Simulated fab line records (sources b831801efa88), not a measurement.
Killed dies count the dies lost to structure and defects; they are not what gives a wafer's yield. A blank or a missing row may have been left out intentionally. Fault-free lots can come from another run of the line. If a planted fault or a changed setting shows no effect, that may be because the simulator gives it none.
Which tool was responsible?    flow gf180mcu    13 lots with 33 wafers sampled at 4 steps, on a route of 602 steps

== WHAT EACH GAUGE READ, for each wafer ==
GF_STI_CD_MEAS_12: the cd target is 220 nm. Usual: 220.2 nm for cd-nm, sd 0.96.
lot   measured     on         cd-nm (nm)         flag
L487  day 2 02:39  cd-sem-02  221.6 220.4 220.3  
L488  day 2 06:13  cd-sem-01  219.9 220.8 219.6  
L489  day 2 11:28  cd-sem-02  219.7 220.2 219.9  
L490  day 2 16:46  cd-sem-01  221.9 221.3 221.0  
L491  day 2 21:20  cd-sem-02  220.6 219.2 220.4  
L492  day 3 02:28  cd-sem-02  220.3 219.9 220.7  
L493  day 3 09:08  cd-sem-01  218.9 218.8 218.6  
L494  day 3 12:49  cd-sem-02  221.3 220.6 219.4  
L501  day 5 01:19  cd-sem-02  201.5 201.8        OFF
L502  day 5 07:44  cd-sem-02  202.5 202.1        OFF
L504  day 5 17:28  cd-sem-01  201.8 202.3        OFF
L506  day 6 03:43  cd-sem-01  221.8 222.6 222.4  
L510  day 7 00:11  cd-sem-01  220.9 219.6 220.6  

GF_NWELL_OVL_MEAS_07. Usual: NWELL_OVL gives -0.8 nm (standard deviation 1.1).
lot   measured     on          NWELL_OVL (nm)  flag
L487  day 3 07:05  overlay-01  -1.4 -0.5 -0.5  
L488  day 3 11:43  overlay-01  -0.8 -1.1 -0.7  
L489  day 3 16:55  overlay-02  -1.9 -1.6 -0.9  
L490  day 3 21:52  overlay-01  -0.1 -0.2 1.7   
L491  day 4 06:34  overlay-01  0.1 0.5 1.0     
L492  day 4 09:25  overlay-01  -0.8 -1.3 -0.3  
L493  day 4 16:04  overlay-01  0.0 1.1 0.4     
L494  day 4 21:46  overlay-01  -0.3 -0.6 -0.5  
L501  day 6 11:49  overlay-01  -1.6            
L502  day 6 21:05  overlay-02  0.0             
L504  day 7 04:58  overlay-01  -1.4            
L506  day 7 15:34  overlay-02  0.3 -2.2 -1.2   
L510  day 8 12:04  overlay-01  -2.8 -1.4 -2.0  

GF_MVPSD_OVL_MEAS_07. Usual: MVPSD_OVL gives -0.4 nm (standard deviation 1.5).
lot   measured      on          MVPSD_OVL (nm)  flag
L487  day 4 22:28   overlay-01  -2.8 -1.9 -0.1  
L488  day 5 04:58   overlay-01  0.8 -0.2 0.9    
L489  day 5 11:31   overlay-02  -0.7 -0.3 -0.9  
L490  day 5 15:19   overlay-01  1.3 1.4 0.8     
L491  day 6 02:19   overlay-01  -0.5 -0.1 0.3   
L492  day 6 05:31   overlay-01  0.0 0.4 -0.6    
L493  day 6 12:01   overlay-02  -4.0 -3.9 -4.3  
L494  day 6 18:31   overlay-01  0.1 1.6 0.9     
L501  day 8 11:37   overlay-01  1.1             
L502  day 8 22:47   overlay-02  -2.2            
L504  day 9 06:28   overlay-02  0.5             
L506  day 9 18:22   overlay-01  -0.3 -0.6 -0.7  
L510  day 10 16:07  overlay-01  2.7 1.0 0.5     

== WHAT TOOL EACH LOT RAN ON (gives the tool, then ch and the chambers of the sampled wafers, and finally the start) ==
lot   GF_STI_EXPOSE_09
L487  krf-scanner-01 ch 0, day 1 20:43
L488  krf-scanner-01 ch 0, day 2 00:16
L489  krf-scanner-01 ch 0, day 2 06:16
L490  krf-scanner-02 ch 0, day 2 10:53
L491  krf-scanner-01 ch 0, day 2 15:18
L492  krf-scanner-01 ch 0, day 2 20:58
L493  krf-scanner-02 ch 0, day 3 02:50
L494  krf-scanner-02 ch 0, day 3 06:37
L501  krf-scanner-02 ch 0, day 4 18:43
L502  krf-scanner-02 ch 0, day 5 01:02
L504  krf-scanner-02 ch 0, day 5 10:35
L506  krf-scanner-01 ch 0, day 5 20:05
L510  krf-scanner-01 ch 0, day 6 16:39
- GF_STI_EXPOSE_09: exposes mask COMP, target cd 220 nm.

== AS READ BY THE TOOLS THEMSELVES (means over the sampled wafers that have a number; for cases with no such wafer, the mark the record gives instead) ==
The record holds no such reading with a usual standard deviation.

== THE ANSWER, worked out from the rows above alone ==
Rule: a lot is off if the mean of its wafers that have a number lies more than 3 standard deviations from the usual mean. A lot without any number at a reading at which 4 lots or more have one is off too. Any other lot the step has rows for is counted as sound. First the gauges in route order, then the tools' own readings, where a lot's mean is used as printed above. At the first step where some lot is off, the reading lying furthest off is the one used; lots without a number count as furthest.
Off at GF_STI_CD_MEAS_12 (cd-nm): L501, L502, L504.
If a tool, at a process step before that reading, ran all the lots that are off and no sound lot after the first of them, it fits. Gauges at GF_STI_CD_MEAS_12: tried the same way as those tools. One candidate fits, namely krf-scanner-02 at GF_STI_EXPOSE_09. A fault onset in the window from L494 (day 3 06:37, its last sound lot) to L501 (day 4 18:43, its first lot off) fits.

== WHAT THE SIMULATOR PUT IN ==
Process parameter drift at GF_STI_EXPOSE_09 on krf-scanner-02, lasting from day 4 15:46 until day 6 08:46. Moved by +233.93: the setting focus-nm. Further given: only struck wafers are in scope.
Struck lots among those shown: L501, L502, L504. Same finding as the rule above.
